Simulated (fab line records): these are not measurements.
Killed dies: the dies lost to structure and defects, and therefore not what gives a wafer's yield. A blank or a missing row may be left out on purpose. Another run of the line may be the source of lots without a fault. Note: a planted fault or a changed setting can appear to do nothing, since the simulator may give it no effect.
Which tool did it?	flow gf180mcu	6 lots with 17 wafers sampled at 5 steps, on a route of 602 steps

## WHAT EACH GAUGE READ, for each wafer
GF_V2_THK_MEAS_03.
lot	measured	on	V2_CVD_02_THK (nm)
L870	day 20 12:42	film_metro-03	838 837 857
L874	day 22 05:18	film_metro-01	834 857 867
L879	day 24 02:48	film_metro-04	832 842
L883	day 25 04:22	film_metro-03	832 836 846
L886	day 25 22:48	film_metro-01	852 839 855
L890	day 27 01:37	film_metro-01	844 863 856

## WHICH TOOL RAN EACH LOT (tool, then ch and the chambers of the sampled wafers, then the start)
lot	GF_DNWELL_STRIP_08	GF_LVPWELL_COAT_02	GF_LVPWELL_STRIP_10	GF_M2_STRIP_17
L870	plasma_asher-01 ch 0,1, day 3 10:47	litho_track-03 ch 0, day 4 06:38	plasma_asher-02 ch 0,1, day 4 13:50	plasma_asher-02 ch 0,1, day 20 11:58
L874	plasma_asher-01 ch 0,1, day 4 08:36	litho_track-04 ch 0, day 5 05:30	plasma_asher-04 ch 0,1, day 5 12:40	plasma_asher-03 ch 0,1, day 22 04:31
L879	plasma_asher-01 ch 0,1, day 5 09:15	litho_track-04 ch 0, day 6 08:04	plasma_asher-02 ch 0,1, day 6 16:38	plasma_asher-03 ch 0,1, day 24 02:02
L883	plasma_asher-01 ch 0,1, day 6 07:55	litho_track-02 ch 0, day 7 07:31	plasma_asher-04 ch 0,1, day 7 16:05	plasma_asher-01 ch 0,1, day 25 03:37
L886	plasma_asher-01 ch 0,1, day 6 21:19	litho_track-03 ch 0, day 7 21:08	plasma_asher-02 ch 0,1, day 8 06:16	plasma_asher-02 ch 0,1, day 25 22:04
L890	plasma_asher-01 ch 0,1, day 7 19:52	litho_track-03 ch 0, day 8 20:10	plasma_asher-02 ch 0, day 9 05:04	plasma_asher-01 ch 0,1, day 27 00:52
- GF_DNWELL_STRIP_08: strips in O2/N2.
- GF_LVPWELL_COAT_02: resist thk 3000 nm.
- GF_LVPWELL_STRIP_10: strips in O2/N2.
- GF_M2_STRIP_17: strips in O2/N2.

## THE ANSWER, worked out from the rows above alone
Rule: the lots themselves supply what counts as usual. Put in order of their means at a reading, lots are off if they are a third of the lots or fewer, leave a main group of 4 or more, and stand apart from it by a gap of 3 or more times the standard deviation of the main group's means; of several such gaps the widest counts. A main group whose means are all the same, to the digits that the tables above print for the reading, isn't used. Also off: a lot with no number at a reading for which 4 or more lots have one. Any other lot the step has rows for is counted as sound.
None of the lots is off at any reading shown; this tells nothing.

## WHAT HAD BEEN PUT IN BY THE SIMULATOR
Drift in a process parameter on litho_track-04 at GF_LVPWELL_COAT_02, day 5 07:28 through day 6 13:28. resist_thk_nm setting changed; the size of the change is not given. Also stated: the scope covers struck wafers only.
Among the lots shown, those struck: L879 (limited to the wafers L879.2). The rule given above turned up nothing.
